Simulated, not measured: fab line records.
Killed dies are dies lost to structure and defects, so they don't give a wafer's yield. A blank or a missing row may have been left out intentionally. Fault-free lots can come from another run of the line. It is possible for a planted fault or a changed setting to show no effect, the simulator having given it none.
One fault through the eyes of 2 desks || flow gf180mcu || every desk sees just its own numbers, and what lay behind them comes last

== METROLOGY DESK ==
Lot by lot, what the gauges showed, no matter which tool ran the lot: averages of those sampled wafers that carry a number. A lot is out of limits, marked OUT, if its mean lies more than 4 standard deviations from the usual mean; the brackets give that distance.
Columns: A = HV_LDD_03_OVL at GF_HV_LDD_OVL_MEAS_47, usual -0.6 nm; B = PSD_OVL at GF_PSD_OVL_MEAS_08, usual -0.3 nm; C = PSD_TW at GF_PSD_TW_MEAS_11, usual 3171; D = PSD_RS at GF_PSD_RS_MEAS_15, usual 108.77 ohm/sq
{"lot": "L527", "first seen here": "day 12 08:14", "A": -1.6, "B": 2.4, "C": 3158, "D": 108.68}
{"lot": "L529", "first seen here": "day 12 22:26", "A": 1.7, "B": -1.4, "C": 3129, "D": 108.11}
{"lot": "L531", "first seen here": "day 13 14:44", "A": -0.3, "B": 1.2, "C": 3188, "D": 109.01}
{"lot": "L533", "first seen here": "day 14 10:14", "A": -0.5, "B": 0.8, "C": 3204, "D": 108.63}
{"lot": "L535", "first seen here": "day 14 22:14", "A": -0.3, "B": -1.5, "C": 3203, "D": 109.20}
{"lot": "L537", "first seen here": "day 15 18:36", "A": -0.6, "B": -3.0, "C": 3152, "D": 108.98}
{"lot": "L540", "first seen here": "day 16 12:44", "A": -0.5, "B": -0.5, "C": "3276 (+4.4) OUT", "D": "105.95 (-9.7) OUT"}
{"lot": "L541", "first seen here": "day 17 00:23", "A": 2.0, "B": 1.0, "C": 3234, "D": "105.73 (-10) OUT"}
{"lot": "L548", "first seen here": "day 19 13:35", "A": -0.8, "B": -0.3, "C": 3162, "D": 108.84}
{"lot": "L549", "first seen here": "day 19 15:11", "A": -2.6, "B": -2.3, "C": 3158, "D": 108.70}
{"lot": "L550", "first seen here": "day 20 01:30", "A": -2.7, "B": -1.0, "C": 3154, "D": 108.74}
Per this desk, out of limits: L540, L541; the first was L540, day 18 15:07 (PSD_TW at GF_PSD_TW_MEAS_11). Within limits: L527, L529, L531, L533, L535, L537, L548, L549, L550.

== TOOL OWNER'S DESK, implanter-02 ==
GF_PSD_IMPLANT_09, tool's own readings: per-lot mean of the sampled wafers with a number, covering each lot this tool ran. A lot is out of limits, marked OUT, if its mean lies more than 4 standard deviations from the usual mean; the brackets give that distance.
Columns: A = beamOnS at GF_PSD_IMPLANT_09, usual 10.00 s; B = endStationPressureTorr at GF_PSD_IMPLANT_09, usual 1.17e-05 Torr; C = faradayCurrentUA at GF_PSD_IMPLANT_09, usual 8254
{"lot": "L531", "first seen here": "day 15 13:14", "A": 9.84, "B": 1.14e-05, "C": 8402}
{"lot": "L533", "first seen here": "day 16 06:20", "A": 10.06, "B": 1.16e-05, "C": 8200}
{"lot": "L535", "first seen here": "day 16 19:28", "A": 10.26, "B": 1.18e-05, "C": 8036}
{"lot": "L540", "first seen here": "day 18 14:52", "A": "11.75 (+8.3) OUT", "B": "7.07e-05 (+99 or more) OUT", "C": "6795 (-8.6) OUT"}
{"lot": "L541", "first seen here": "day 19 03:49", "A": "11.79 (+8.5) OUT", "B": "7.15e-05 (+99 or more) OUT", "C": "6789 (-8.6) OUT"}
{"lot": "L548", "first seen here": "day 21 17:07", "A": 10.01, "B": 1.14e-05, "C": 8235}
{"lot": "L549", "first seen here": "day 21 19:52", "A": 9.98, "B": 1.20e-05, "C": 8258}
{"lot": "L550", "first seen here": "day 22 05:16", "A": 10.14, "B": 1.16e-05, "C": 8123}
This desk finds L540, L541 out of limits, L540 being first, at day 18 14:52 (beamOnS at GF_PSD_IMPLANT_09). Within limits: L531, L533, L535, L548, L549, L550.

== ALL TOGETHER ==
The tool owner's desk could have raised an alarm at day 18 14:52, on L540, L541.
The metrology desk could have raised an alarm at day 18 15:07, on L540, L541.
Of the lots named, all ran GF_PSD_IMPLANT_09 on implanter-02.

== WHAT THE SIMULATOR PUT IN ==
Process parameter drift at GF_PSD_IMPLANT_09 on implanter-02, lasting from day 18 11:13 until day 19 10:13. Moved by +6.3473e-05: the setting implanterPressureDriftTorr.
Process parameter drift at GF_PSD_IMPLANT_09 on implanter-02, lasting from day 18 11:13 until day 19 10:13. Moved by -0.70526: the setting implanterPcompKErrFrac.
Struck lots among those shown: L540, L541.
Fault start to first reading out of limits, in hours, per desk: tool owner, 4; metrology, 4.
